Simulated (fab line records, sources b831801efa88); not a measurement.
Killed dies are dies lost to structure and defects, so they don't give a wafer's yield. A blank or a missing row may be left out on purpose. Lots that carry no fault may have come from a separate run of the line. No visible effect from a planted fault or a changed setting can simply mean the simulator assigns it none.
2 desks looking at one fault + flow sky130 + each desk holds nothing but its own numbers, with what lay behind them at the end

METROLOGY DESK
Means of the sampled wafers that have a number, per lot and without regard to the tool the lot ran on: this is what the gauges read. Any lot whose mean is over 4 standard deviations away from the usual mean is out of limits and marked OUT; that distance is given in the brackets.
Columns: A = CAP2M_TIN_RS at SKY_CAP2M_RS_MEAS_03, usual 6.91 ohm/sq; B = CAP2M_TIN_THK at SKY_CAP2M_THK_MEAS_04, usual 201.8 nm
| lot  | first seen here | A              | B               |
|------|-----------------|----------------|-----------------|
| L962 | day 39 08:13    | 6.88           | 203.4           |
| L963 | day 40 01:28    | 6.87           | 204.1           |
| L968 | day 42 08:26    | 6.09 (-12) OUT | 227.6 (+12) OUT |
| L971 | day 42 13:32    | 6.08 (-12) OUT | 227.8 (+12) OUT |
| L973 | day 42 19:12    | 6.93           | 199.9           |
| L976 | day 43 12:41    | 6.89           | 202.0           |
| L981 | day 45 06:29    | 6.87           | 201.9           |
| L982 | day 45 09:10    | 6.90           | 201.7           |
| L983 | day 45 12:10    | 6.98           | 199.3           |
| L985 | day 47 02:11    | 6.92           | 202.5           |
This desk's result: L968, L971 out of limits, first on L968 (CAP2M_TIN_RS at SKY_CAP2M_RS_MEAS_03), day 42 08:26. In limits: L962, L963, L973, L976, L981, L982, L983, L985.

AT THE TOOL OWNER'S DESK: pvd_sputter-01
At SKY_CAP2M_SPUTTER_02 (material TiN, target thk 200 nm, time 166.7 s) the tool's own readings: per lot run on this tool, the mean of the sampled wafers that have a number. Any lot whose mean is over 4 standard deviations away from the usual mean is out of limits and marked OUT; that distance is given in the brackets.
Columns: A = substrate_temp_c at SKY_CAP2M_SPUTTER_02, usual 300.00 C; B = throttle_valve_pct at SKY_CAP2M_SPUTTER_02, usual 30.2 %
| lot  | first seen here | A      | B    |
|------|-----------------|--------|------|
| L962 | day 39 08:05    | 299.92 | 31.0 |
| L968 | day 42 08:17    | 300.09 | 30.5 |
| L971 | day 42 13:25    | 299.89 | 30.5 |
This desk found nothing out of limits on any of the 3 lots.

BROUGHT TOGETHER
Metrology desk: alarm possible at day 42 08:26 on L968, L971.
The desk of the tool owner found nothing out of limits.
On record at the tool owner's desk: L968, L971, within its limits.
All the named lots went through SKY_CAP2M_SPUTTER_02 on pvd_sputter-01.

WHAT THE SIMULATOR HAD PUT IN
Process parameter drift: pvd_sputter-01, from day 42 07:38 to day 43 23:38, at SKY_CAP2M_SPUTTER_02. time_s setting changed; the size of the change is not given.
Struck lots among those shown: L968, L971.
Per desk, hours elapsed from the start of the fault to the first reading out of limits: for the metrology desk, 1.
